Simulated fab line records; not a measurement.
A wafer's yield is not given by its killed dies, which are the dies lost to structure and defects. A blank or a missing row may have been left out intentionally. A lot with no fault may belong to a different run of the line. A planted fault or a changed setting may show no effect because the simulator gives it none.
Problem report in the 8D (eight disciplines) form, filled by code + flow sky130 + the parts of the form that need people (team, actions taken, sign-off) are left out

## 1. WHAT WENT WRONG
At SKY_VIA3_CD_MEAS_12, cdNm averages 179.1 nm over 2 wafers from 2 lots, while fault-free wafers read 199.6 nm, standard deviation 1.5. That is -14 standard deviations from the usual mean.
The step: target cd 200 nm.
Earliest sighting: wafer L223.2 on cdSem-01 at day 41 19:29. The record has a number at this step for 33 wafers belonging to 11 lots. The rule behind "out" and "out of limits": a value lying over 4 standard deviations away from the usual mean. Any other wafer with a number is counted as sound.

## 2. WHAT THIS IS AND IS NOT
| question                    | is                | is not                                                                                 |
|-----------------------------|-------------------|----------------------------------------------------------------------------------------|
| which readings at this step | cdNm              | -                                                                                      |
| which lots                  | L223, L224        | L216, L218, L219, L220, L221, L222, L236, L238, L239                                   |
| which wafers of those lots  | L223.2, L224.2    | L223.3, L223.4, L224.3, L224.4                                                         |
| read on which gauges        | cdSem-01          | cdSem-02                                                                               |
| when                        | from day 41 19:29 | up to then (20 sound wafers); but 11 sound wafers of L224, L236, L238, L239 came after |

## 3. THE SUSPECTS, EACH WITH WHAT RULES IT OUT
Counting: if a tool at a process step up to the reading ran every lot that is out, it stays a suspect. Sound lots after the first of them don't rule it out here, since some wafers of a struck lot are sound.
- the gauge at SKY_VIA3_CD_MEAS_12: kept. All the wafers that are out were read on cdSem-01, and no step on other tools shows them out.
- krfScanner-01 at SKY_VIA3_EXPOSE_09 (exposes mask VIM3, target cd 200 nm): kept. It processed each lot that is out (first: L223, day 41 07:31); up to then, its last sound lot is L222 (day 40 23:24).
Left after counting: krfScanner-01 at SKY_VIA3_EXPOSE_09, cdSem-01 at SKY_VIA3_CD_MEAS_12.

## 4. THE CAUSE (what the simulator had put in)
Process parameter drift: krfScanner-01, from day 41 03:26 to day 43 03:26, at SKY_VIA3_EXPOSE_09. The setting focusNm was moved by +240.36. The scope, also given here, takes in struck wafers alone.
After counting, 2 suspects remain, this tool included.

## 5. THE EFFECT CHAIN, in route order
One row per reading whose mean, taken over the struck wafers that have a number, lies over 3 standard deviations from the usual. Only readings for which the record gives a usual standard deviation are gone through. hours: the time from each lot's start at the first step in this table that gives one to its start at this step, as a median over the lots. sigmas: the change in usual standard deviations.
| hours | step                | reading | usual    | on struck wafers | change | sigmas |
|-------|---------------------|---------|----------|------------------|--------|--------|
| 0     | SKY_VIA3_CD_MEAS_12 | cdNm    | 199.6 nm | 179.1            | -20.5  | -14    |

## 6. HOW IT WOULD HAVE BEEN CAUGHT EARLIER
16 hours passed between the start of the fault at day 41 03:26 and the first reading out of limits at a measuring or inspecting step in this record, taken at day 41 19:29.
Of the tool readings at SKY_VIA3_EXPOSE_09 for which the record gives a usual standard deviation, none was out on any struck wafer, so an alarm limit of 4 standard deviations on them would not have fired.
All the lots that are out (2) had begun SKY_VIA3_EXPOSE_09 on krfScanner-01 by day 41 19:29. Tool hold at that time: it would have spared none of them.
